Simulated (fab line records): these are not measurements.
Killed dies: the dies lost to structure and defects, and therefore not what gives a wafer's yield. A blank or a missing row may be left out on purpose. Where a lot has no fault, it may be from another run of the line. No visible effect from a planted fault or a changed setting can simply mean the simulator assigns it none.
fab line records + flow sky130
record:
- lots: 7
- wafers: 19
- lastDay: 50
route steps=708 shown LI_CONTACT@371 LOCAL_INTERCONNECT@387
lots with no fault: from the same line, run without faults
startH: start of the lot's first displayed wafer, in hours after the record's first day + waitH: time in hours since the lot's previous step + " the same as in the row above + L1.1+2: a row that stands for several wafers + - no value, or no start given + * or withheld: withheld + < > ~ a bound
route shown NAME@n: NAME is a module with steps in the file, n the number in the route of the first one + usual: mean/standard deviation taken from wafers without a fault + same: alike in all rows + chamber/n: place in a boat + sites: each site's reading + _std_site: the standard deviation of these + _edge_site: outer sites' mean less inner sites' + radiusMm: for every site, how far away it sits from the centre of the wafer + mask NAME#n: copy n + behind: the tool/chamber that last shaped the wafer + hold: reason for holding the lot/hours on hold/outcome of the hold + device: transistor that didn't switch, given as n, p or np + end of line: tests of these same wafers at the route's end + for a step that has no rows: nothing shown but its recipe + killed: dies that structure and defects cost at the first sort, which is not the same as the wafer's yield + map: a wafer's dies, marking killed ones x, the rest . and places with no die _
set.NAME: the setting that was run; set.NAME@STEP: the one run at that earlier step + model.NAME: the simulator's own value behind a step, which no gauge read
a table for each step, a row for each wafer; lots at some steps of the route
services: when a tool's chamber went out of use (startH, in hours from the record's first day, below 0 if earlier), for how many hours, and the reason
== steps ==
step: SKY_LI_CONTACT_EXPOSE_09
recipe:
- maskId: LICM1
- na: 0.8
- sourceShape: annular
- sigmaInner: 0.55
- sigmaOuter: 0.85
- targetCdNm: 170
- doseMj: 38
step: SKY_LI_CONTACT_PEB_10
recipe:
- pebTempC: withheld
- pebTimeS: withheld
- resist: KrF-thick
step: SKY_LI_CONTACT_DEVELOP_11
recipe:
- developTimeS: 60
- resist: KrF-thick
- devTempC: 21
step: SKY_LI_CONTACT_CD_MEAS_12
recipe:
- targetCdNm: 170
usual:
- cdNm: 169.8/1.1
| lot.wafer | tool     | chamber | startH | waitH | cdNm  |
|-----------|----------|---------|--------|-------|-------|
| L329.1    | cdSem-01 | -       | 710.14 | -     | 169.9 |
| L329.4    | "        | -       | "      | "     | 169.3 |
| L329.5    | "        | -       | "      | "     | 169.9 |
| L337.3    | cdSem-02 | -       | 775.98 | -     | 168.7 |
| L337.5    | "        | -       | "      | "     | 169.8 |
| L338.1    | cdSem-02 | -       | 776.89 | -     | 170.2 |
| L338.3    | "        | -       | "      | "     | 170.8 |
| L338.4    | "        | -       | "      | "     | 167.8 |
| L339.4    | cdSem-01 | -       | 786.02 | -     | 168.9 |
| L339.5    | "        | -       | "      | "     | 167.8 |
| L345.3    | cdSem-02 | -       | 831.63 | -     | 170.8 |
| L345.4    | "        | -       | "      | "     | 170.2 |
| L345.6    | "        | -       | "      | "     | 169.5 |
| L347.1    | cdSem-02 | -       | 845.17 | -     | 169.0 |
| L347.2    | "        | -       | "      | "     | 168.9 |
| L347.5    | "        | -       | "      | "     | 168.3 |
| L348.2    | cdSem-02 | -       | 852.29 | -     | 168.2 |
| L348.4    | "        | -       | "      | "     | 167.8 |
| L348.6    | "        | -       | "      | "     | 168.7 |
step: SKY_LI_CONTACT_OVL_MEAS_13
usual:
- LI_CONTACT_OVL: -5/5
| lot.wafer | tool       | chamber | startH | waitH | LI_CONTACT_OVL[nm] |
|-----------|------------|---------|--------|-------|--------------------|
| L329.1    | overlay-02 | -       | 710.26 | 0.1   | -15                |
| L329.4    | "          | -       | "      | "     | -8                 |
| L329.5    | "          | -       | "      | "     | -9                 |
| L337.3    | overlay-01 | -       | 776.07 | 0.1   | -15                |
| L337.5    | "          | -       | "      | "     | -17                |
| L338.1    | overlay-01 | -       | 777.01 | 0.1   | -1                 |
| L338.3    | "          | -       | "      | "     | -10                |
| L338.4    | "          | -       | "      | "     | -11                |
| L339.4    | overlay-01 | -       | 786.10 | 0.1   | -1                 |
| L339.5    | "          | -       | "      | "     | 2                  |
| L345.3    | overlay-01 | -       | 831.72 | 0.1   | -12                |
| L345.4    | "          | -       | "      | "     | -6                 |
| L345.6    | "          | -       | "      | "     | -5                 |
| L347.1    | overlay-01 | -       | 845.29 | 0.1   | -11                |
| L347.2    | "          | -       | "      | "     | -9                 |
| L347.5    | "          | -       | "      | "     | -16                |
| L348.2    | overlay-02 | -       | 852.40 | 0.1   | -11                |
| L348.4    | "          | -       | "      | "     | -6                 |
| L348.6    | "          | -       | "      | "     | -2                 |
step: SKY_LI_CONTACT_ETCH_14
recipe:
- chemistry: N2/H2
- target: BARC
- ionEnergyEv: 200
- sourceW: 500
- biasW: 100
- pressureMtorr: 30
- n2FlowSccm: 100
- h2FlowSccm: 200
- stopOn: SiO2
- timeS: 45.9
- targetDepthA: 600
step: SKY_LI_CONTACT_ETCH_15
recipe:
- target: PSG
- chemistry: C4F8/O2/Ar
- stopOn: Si
- taperDeg: 4.15
- maskMaterial: KrF-thick
- sourceW: 1500
- biasW: 1200
- pressureMtorr: 40
- c4f8FlowSccm: withheld
- O2_flow_sccm: 6
- Ar_flow_sccm: 300
- timeS: withheld
- targetDepthA: 6000
usual:
- oesProductAu: 0.837/0.0053
| lot.wafer | tool       | chamber | startH | waitH | oesProductAu |
|-----------|------------|---------|--------|-------|--------------|
| L329.1    | rieDiel-04 | 1       | 710.34 | 0.0   | 0.828        |
| L329.4    | "          | 2       | "      | "     | 0.840        |
| L329.5    | "          | 0       | "      | "     | 0.842        |
| L337.3    | rieDiel-01 | 3       | 776.14 | 0.0   | 0.830        |
| L337.5    | "          | 0       | "      | "     | 0.840        |
| L338.1    | rieDiel-03 | 1       | 777.09 | 0.0   | 0.845        |
| L338.3    | "          | 3       | "      | "     | 0.840        |
| L338.4    | "          | 0       | "      | "     | 0.835        |
| L339.4    | rieDiel-04 | 0       | 786.16 | 0.0   | 0.838        |
| L339.5    | "          | 1       | "      | "     | 0.838        |
| L345.3    | rieDiel-01 | 0       | 831.79 | 0.0   | 0.847        |
| L345.4    | "          | 2       | "      | "     | 0.830        |
| L345.6    | "          | 0       | "      | "     | 0.831        |
| L347.1    | rieDiel-01 | 1       | 845.37 | 0.0   | 0.839        |
| L347.2    | "          | 2       | "      | "     | 0.839        |
| L347.5    | "          | 3       | "      | "     | 0.837        |
| L348.2    | rieDiel-03 | 0       | 852.47 | 0.0   | 0.837        |
| L348.4    | "          | 2       | "      | "     | 0.839        |
| L348.6    | "          | 1       | "      | "     | 0.840        |
step: SKY_LI_CONTACT_STRIP_16
recipe:
- chemistry: O2/N2
- powerW: 1400
- pressureMtorr: 1500
- platenTempC: withheld
- o2FlowSccm: 3000
- n2FlowSccm: 300
- overashFraction: 0.5
usual:
- drypumpMotorCurrentA: 5.87/0.25
- o2FlowSccm: 3000/8.3
- oesProductAu: 0.376/0.0042
- stripTimeToEndpointS: 3.51/0.032
| lot.wafer | tool           | chamber | startH | waitH | drypumpMotorCurrentA | o2FlowSccm | oesProductAu | rfHoursCounterH | stripTimeToEndpointS |
|-----------|----------------|---------|--------|-------|----------------------|------------|--------------|-----------------|----------------------|
| L329.1    | plasmaAsher-03 | 1       | 710.42 | -     | 6.22                 | 3010       | 0.381        | 88              | 3.53                 |
| L329.4    | "              | 0       | "      | "     | 5.96                 | 3005       | 0.379        | -               | 3.56                 |
| L329.5    | "              | 1       | "      | "     | 6.24                 | 2987       | 0.373        | -               | 3.51                 |
| L337.3    | plasmaAsher-03 | 0       | 776.26 | -     | 5.98                 | 2992       | 0.385        | -               | 3.50                 |
| L337.5    | "              | 1       | "      | "     | 6.19                 | 3003       | 0.378        | -               | 3.47                 |
| L338.1    | plasmaAsher-04 | 1       | 777.17 | -     | 5.86                 | 3009       | 0.377        | 64              | 3.53                 |
| L338.3    | "              | 0       | "      | "     | 5.69                 | 3000       | 0.380        | -               | 3.54                 |
| L338.4    | "              | 1       | "      | "     | 5.88                 | 2997       | 0.376        | -               | 3.53                 |
| L339.4    | plasmaAsher-03 | 1       | 786.27 | -     | 6.20                 | 3011       | 0.372        | -               | 3.48                 |
| L339.5    | "              | 0       | "      | "     | 5.99                 | 2994       | 0.377        | -               | 3.48                 |
| L345.3    | plasmaAsher-04 | 0       | 831.91 | -     | 5.70                 | 2995       | 0.374        | -               | 3.50                 |
| L345.4    | "              | 1       | "      | "     | 5.84                 | 3014       | 0.370        | -               | 3.48                 |
| L345.6    | "              | 0       | "      | "     | 5.70                 | 2999       | 0.377        | -               | 3.49                 |
| L347.1    | plasmaAsher-04 | 0       | 845.45 | -     | 5.70                 | 2988       | 0.375        | 70              | 3.48                 |
| L347.2    | "              | 1       | "      | "     | 5.87                 | 2986       | 0.370        | 70              | 3.47                 |
| L347.5    | "              | 0       | "      | "     | 5.70                 | 2976       | 0.374        | -               | 3.46                 |
| L348.2    | plasmaAsher-03 | 1       | 852.56 | -     | 6.21                 | 3002       | 0.382        | 103             | 3.54                 |
| L348.4    | "              | 0       | "      | "     | 5.97                 | 3009       | 0.378        | -               | 3.52                 |
| L348.6    | "              | 1       | "      | "     | 6.21                 | 3004       | 0.380        | -               | 3.53                 |
step: SKY_LI_CONTACT_CLEAN_17
recipe:
- chemistry: NMP
- timeS: 600
- tempC: 60
- dry: n2Spin
step: SKY_LI_CONTACT_PRE_CLEAN_18
recipe:
- gas: Ar
- timeS: 5.6
- biasV: 358
step: SKY_LI_CONTACT_SPUTTER_19
recipe:
- material: Ti
- targetThkNm: 20
- chamberPressurePa: 5
- powerW: 2500
- substrateTempC: 200
- timeS: 106.37
usual:
- throttleValvePct: 29.6/0.85
| lot.wafer | tool          | chamber | startH | waitH | throttleValvePct |
|-----------|---------------|---------|--------|-------|------------------|
| L329.1    | pvdSputter-04 | -       | 710.72 | 0.0   | 30.6             |
| L329.4    | "             | -       | "      | "     | 29.2             |
| L329.5    | "             | -       | "      | "     | 27.8             |
| L337.3    | pvdSputter-03 | -       | 776.53 | 0.0   | 29.5             |
| L337.5    | "             | -       | "      | "     | 29.6             |
| L338.1    | pvdSputter-03 | -       | 777.48 | 0.0   | 28.8             |
| L338.3    | "             | -       | "      | "     | 30.8             |
| L338.4    | "             | -       | "      | "     | 29.9             |
| L339.4    | pvdSputter-02 | -       | 786.54 | 0.0   | 29.3             |
| L339.5    | "             | -       | "      | "     | 29.6             |
| L345.3    | pvdSputter-04 | -       | 832.18 | 0.0   | 30.5             |
| L345.4    | "             | -       | "      | "     | 29.1             |
| L345.6    | "             | -       | "      | "     | 28.0             |
| L347.1    | pvdSputter-04 | -       | 845.75 | 0.0   | 29.0             |
| L347.2    | "             | -       | "      | "     | 27.8             |
| L347.5    | "             | -       | "      | "     | 30.5             |
| L348.2    | pvdSputter-03 | -       | 852.85 | 0.0   | 28.9             |
| L348.4    | "             | -       | "      | "     | 30.6             |
| L348.6    | "             | -       | "      | "     | 28.3             |
step: SKY_LI_CONTACT_SPUTTER_20
recipe:
- material: TiN
- targetThkNm: 20
- chamberPressurePa: 5
- powerW: 4000
- timeS: 80
usual:
- throttleValvePct: 29.6/0.85
| lot.wafer | tool          | chamber | startH | waitH | throttleValvePct |
|-----------|---------------|---------|--------|-------|------------------|
| L329.1    | pvdSputter-04 | -       | 710.79 | 0.0   | 30.6             |
| L329.4    | "             | -       | "      | "     | 29.1             |
| L329.5    | "             | -       | "      | "     | 28.0             |
| L337.3    | pvdSputter-03 | -       | 776.61 | 0.0   | 29.6             |
| L337.5    | "             | -       | "      | "     | 29.9             |
| L338.1    | pvdSputter-03 | -       | 777.56 | 0.0   | 28.9             |
| L338.3    | "             | -       | "      | "     | 30.4             |
| L338.4    | "             | -       | "      | "     | 29.7             |
| L339.4    | pvdSputter-02 | -       | 786.61 | 0.0   | 29.2             |
| L339.5    | "             | -       | "      | "     | 29.5             |
| L345.3    | pvdSputter-04 | -       | 832.26 | 0.0   | 30.4             |
| L345.4    | "             | -       | "      | "     | 29.2             |
| L345.6    | "             | -       | "      | "     | 28.0             |
| L347.1    | pvdSputter-04 | -       | 845.82 | 0.0   | 29.3             |
| L347.2    | "             | -       | "      | "     | 28.2             |
| L347.5    | "             | -       | "      | "     | 30.1             |
| L348.2    | pvdSputter-03 | -       | 852.93 | 0.0   | 28.9             |
| L348.4    | "             | -       | "      | "     | 30.8             |
| L348.6    | "             | -       | "      | "     | 28.7             |
step: SKY_LI_CONTACT_CVD_21
recipe:
- material: W
- targetThkNm: 400
- timeS: 120.56
- tempC: 400
- pressureTorr: 40
usual:
- heaterPowerW: 850/77
| lot.wafer | tool    | chamber | startH | waitH | heaterPowerW | model.W_of_LI_CONTACT_CVD_21.thkNm |
|-----------|---------|---------|--------|-------|--------------|------------------------------------|
| L329.1    | cvdW-02 | 0       | 710.85 | 0.0   | 733          | 392                                |
| L329.4    | "       | 0       | "      | "     | 755          | 393.3                              |
| L329.5    | "       | 0       | "      | "     | 733          | 392.1                              |
| L337.3    | cvdW-01 | 1       | 776.71 | 0.1   | 890          | 225.3                              |
| L337.5    | "       | 0       | "      | "     | 825          | 239.3                              |
| L338.1    | cvdW-01 | 0       | 777.62 | 0.0   | 814          | 411.1                              |
| L338.3    | "       | 1       | "      | "     | 860          | 229.7                              |
| L338.4    | "       | 0       | "      | "     | 838          | 410.4                              |
| L339.4    | cvdW-01 | 1       | 786.71 | 0.1   | 877          | 403.6                              |
| L339.5    | "       | 0       | "      | "     | 811          | 237.4                              |
| L345.3    | cvdW-02 | 1       | 832.36 | 0.1   | 944          | 388.1                              |
| L345.4    | "       | 0       | "      | "     | 749          | 401.3                              |
| L345.6    | "       | 1       | "      | "     | 942          | 391.1                              |
| L347.1    | cvdW-02 | 1       | 845.89 | 0.0   | 997          | 400.1                              |
| L347.2    | "       | 0       | "      | "     | 748          | 402.9                              |
| L347.5    | "       | 0       | "      | "     | 765          | 403.6                              |
| L348.2    | cvdW-01 | 1       | 852.99 | 0.0   | 884          | 401.4                              |
| L348.4    | "       | 1       | "      | "     | 883          | 401.8                              |
| L348.6    | "       | 1       | "      | "     | 881          | 402.2                              |
step: SKY_LI_CONTACT_RS_MEAS_22
recipe:
- thkMeasGauge: four-point-probe
- reads: W_of_LI_CONTACT_CVD_21+TiN_of_LI_CONTACT_SPUTTER_20+Ti_of_LI_CONTACT_SPUTTER_19
usual:
- LI_CONTACT_W_RS: 0.284/0.0053
| lot.wafer | tool         | chamber | startH | waitH | LI_CONTACT_W_RS[ohm/sq] |
|-----------|--------------|---------|--------|-------|-------------------------|
| L329.1    | filmMetro-03 | -       | 710.98 | 0.1   | 0.291                   |
| L329.4    | "            | -       | "      | "     | 0.289                   |
| L329.5    | "            | -       | "      | "     | 0.290                   |
| L337.3    | filmMetro-03 | -       | 776.83 | 0.1   | 0.506                   |
| L337.5    | "            | -       | "      | "     | 0.476                   |
| L338.1    | filmMetro-01 | -       | 777.74 | 0.1   | 0.276                   |
| L338.3    | "            | -       | "      | "     | 0.497                   |
| L338.4    | "            | -       | "      | "     | 0.277                   |
| L339.4    | filmMetro-04 | -       | 786.86 | 0.1   | 0.283                   |
| L339.5    | "            | -       | "      | "     | 0.481                   |
| L345.3    | filmMetro-03 | -       | 832.49 | 0.1   | 0.294                   |
| L345.4    | "            | -       | "      | "     | 0.283                   |
| L345.6    | "            | -       | "      | "     | 0.292                   |
| L347.1    | filmMetro-04 | -       | 846.01 | 0.1   | 0.285                   |
| L347.2    | "            | -       | "      | "     | 0.282                   |
| L347.5    | "            | -       | "      | "     | 0.282                   |
| L348.2    | filmMetro-01 | -       | 853.13 | 0.1   | 0.284                   |
| L348.4    | "            | -       | "      | "     | 0.283                   |
| L348.6    | "            | -       | "      | "     | 0.284                   |
step: SKY_LI_CONTACT_THK_MEAS_23
recipe:
- thkMeasGauge: xrf
- reads: W_of_LI_CONTACT_CVD_21
usual:
- LI_CONTACT_W_THK: 393/7.8
| lot.wafer | tool         | chamber | startH | waitH | LI_CONTACT_W_THK[nm] |
|-----------|--------------|---------|--------|-------|----------------------|
| L329.1    | filmMetro-03 | -       | 711.10 | 0.1   | 380                  |
| L329.4    | "            | -       | "      | "     | 378                  |
| L329.5    | "            | -       | "      | "     | 379                  |
| L337.3    | filmMetro-03 | -       | 776.93 | 0.1   | 222                  |
| L337.5    | "            | -       | "      | "     | 236                  |
| L338.1    | filmMetro-01 | -       | 777.86 | 0.1   | 402                  |
| L338.3    | "            | -       | "      | "     | 226                  |
| L338.4    | "            | -       | "      | "     | 399                  |
| L339.4    | filmMetro-04 | -       | 786.95 | 0.1   | 393                  |
| L339.5    | "            | -       | "      | "     | 233                  |
| L345.3    | filmMetro-03 | -       | 832.59 | 0.1   | 374                  |
| L345.4    | "            | -       | "      | "     | 391                  |
| L345.6    | "            | -       | "      | "     | 380                  |
| L347.1    | filmMetro-04 | -       | 846.13 | 0.1   | 395                  |
| L347.2    | "            | -       | "      | "     | 397                  |
| L347.5    | "            | -       | "      | "     | 400                  |
| L348.2    | filmMetro-01 | -       | 853.24 | 0.1   | 385                  |
| L348.4    | "            | -       | "      | "     | 386                  |
| L348.6    | "            | -       | "      | "     | 386                  |
step: SKY_LI_CONTACT_CMP_24
recipe:
- stopOn: PSG
- tOverpolishS: 20
- downForcePsi: 3.5
- platenRpm: 60
- targetThkNm: 0
- padVelocityMS: 0.94248
usual:
- motorCurrentA: 10.3/0.7
- timeToEndpointS: 95/4.9
| lot.wafer | tool   | chamber | startH | waitH | motorCurrentA | timeToEndpointS |
|-----------|--------|---------|--------|-------|---------------|-----------------|
| L329.4    | cmp-02 | 0       | 711.26 | 0.1   | 10.4          | 102             |
| L329.1    | "      | 1       | "      | "     | 10.6          | 95              |
| L329.5    | "      | 3       | "      | "     | 9.1           | 99              |
| L337.3    | cmp-01 | 0       | 776.97 | 0.0   | 10.4          | 52              |
| L337.5    | "      | 0       | "      | "     | 10.8          | 53              |
| L338.1    | cmp-01 | 3       | 777.92 | 0.1   | 11.3          | 92              |
| L338.3    | "      | 1       | "      | "     | 11.0          | 51              |
| L338.4    | "      | 2       | "      | "     | 10.3          | 94              |
| L339.4    | cmp-02 | 2       | 787.25 | 0.3   | 9.5           | 101             |
| L339.5    | "      | 2       | "      | "     | 9.4           | 56              |
| L345.4    | cmp-01 | 3       | 832.73 | 0.1   | 11.1          | 90              |
| L345.3    | "      | 0       | "      | "     | 10.1          | 87              |
| L345.6    | "      | 1       | "      | "     | 11.3          | 88              |
| L347.1    | cmp-01 | 1       | 846.19 | 0.1   | 11.0          | 93              |
| L347.2    | "      | 0       | "      | "     | 10.3          | 92              |
| L347.5    | "      | 2       | "      | "     | 11.1          | 99              |
| L348.2    | cmp-01 | 0       | 853.29 | 0.0   | 10.2          | 91              |
| L348.4    | "      | 1       | "      | "     | 11.7          | 91              |
| L348.6    | "      | 0       | "      | "     | 10.5          | 91              |
step: SKY_LOCAL_INTERCONNECT_SPUTTER_00
recipe:
- material: TiN
- targetThkNm: 100
- tempC: 300
- powerW: 6500
- timeS: 83.3
- chamberPressurePa: 0.4
usual:
- throttleValvePct: 29.8/0.67
| lot.wafer | tool          | chamber | startH | waitH | throttleValvePct |
|-----------|---------------|---------|--------|-------|------------------|
| L329.1    | pvdSputter-02 | -       | 711.46 | 0.1   | 30.7             |
| L329.4    | "             | -       | "      | "     | 30.1             |
| L329.5    | "             | -       | "      | "     | 29.3             |
| L337.3    | pvdSputter-01 | -       | 777.27 | 0.2   | 30.1             |
| L337.5    | "             | -       | "      | "     | 29.1             |
| L338.1    | pvdSputter-03 | -       | 778.22 | 0.2   | 30.7             |
| L338.3    | "             | -       | "      | "     | 28.3             |
| L338.4    | "             | -       | "      | "     | 29.0             |
| L339.4    | pvdSputter-02 | -       | 787.50 | 0.2   | 30.5             |
| L339.5    | "             | -       | "      | "     | 30.3             |
| L345.3    | pvdSputter-01 | -       | 832.93 | 0.1   | 28.9             |
| L345.4    | "             | -       | "      | "     | 30.2             |
| L345.6    | "             | -       | "      | "     | 29.8             |
| L347.1    | pvdSputter-01 | -       | 846.49 | 0.2   | 29.0             |
| L347.2    | "             | -       | "      | "     | 30.1             |
| L347.5    | "             | -       | "      | "     | 30.0             |
| L348.2    | pvdSputter-01 | -       | 853.59 | 0.2   | 30.0             |
| L348.4    | "             | -       | "      | "     | 29.0             |
| L348.6    | "             | -       | "      | "     | 30.0             |
== services ==
| tool           | chamber | startH | hours | kind                  |
|----------------|---------|--------|-------|-----------------------|
| rieDiel-04     | 2       | 688.11 | 2.5   | repair                |
| rieDiel-04     | 0       | 693.84 | 6.4   | repair                |
| cmp-02         | -       | 693.93 | 4.3   | repair                |
| pvdSputter-04  | -       | 696.44 | 0.6   | repair                |
| plasmaAsher-04 | -       | 707.38 | 15.6  | pm                    |
| rieDiel-03     | 2       | 714.51 | 40.5  | repair                |
| pvdSputter-03  | -       | 719.28 | 15.5  | repair                |
| pvdSputter-01  | -       | 726.07 | 4.4   | repair                |
| pvdSputter-01  | -       | 729.41 | 4.2   | repair                |
| pvdSputter-02  | -       | 738.38 | 4.9   | repair                |
| cmp-02         | -       | 742.26 | 0.5   | repair                |
| cmp-02         | -       | 744.00 | 4.0   | pm                    |
| rieDiel-01     | 2       | 748.56 | 4.4   | repair                |
| pvdSputter-01  | 0       | 769.25 | -     | consumableReplace:kit |
| pvdSputter-01  | 0       | 769.25 | 18.0  | scheduledDown         |
| pvdSputter-02  | -       | 772.08 | 10.3  | repair                |
| cmp-01         | -       | 786.76 | 5.6   | pm                    |
| pvdSputter-01  | -       | 789.20 | 3.5   | repair                |
| rieDiel-04     | 1       | 804.57 | 18.5  | repair                |
| cmp-02         | -       | 808.72 | 0.5   | repair                |
| rieDiel-03     | 0       | 810.73 | 6.6   | repair                |
| cvdW-01        | -       | 826.28 | 0.9   | repair                |
| pvdSputter-01  | -       | 833.08 | 3.0   | repair                |
| rieDiel-01     | 2       | 834.00 | 8.0   | repair                |
== key ==
firstSign:
- step: SKY_LI_CONTACT_RS_MEAS_22
- reading: LI_CONTACT_W_RS
- direction: up
- sigmas: 39
- usual: 0.284
- struck: 0.490
effect:
- step: SKY_LI_CONTACT_THK_MEAS_23
- reading: LI_CONTACT_W_THK
- direction: down
- sigmas: 21
- usual: 393
- struck: 229
effect:
- step: SKY_LI_CONTACT_CMP_24
- reading: timeToEndpointS
- direction: down
- sigmas: 8.5
- usual: *
- struck: *
modelEffect:
- step: SKY_LI_CONTACT_CVD_21
- value: W_of_LI_CONTACT_CVD_21.thkNm
- without: 408.3
- struck: 232.9
metAt SKY_LI_CONTACT_CVD_21
struckWafers L337.3,L337.5,L338.3,L339.5
sortLeftOut L337.3,L337.5,L339.5
testerLeftOut L337,L338,L339
fault:
- kind: processParameterDrift
- tool: cvdW-01
- chamber: -
- onsetH: 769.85
- steps: SKY_LI_CONTACT_CVD_21
- channel: targetThkNm
- offset: -173.74
- shape: step
- endH: 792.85
- scope: struckWafersOnly
- actsIn: theseRecipesOnly
- stated: 400
testerLeftOut: of these lots the tester's yield and bins aren't shown, on N5 and GAA mostly nor the transistor test; their killed dies are dies lost to structure and defects alone, not to doping, threshold or leakage, so they don't give the yield
sortLeftOut: the simulated sort isn't trusted on such a fault, so these wafers' sort isn't shown, and their yield isn't known
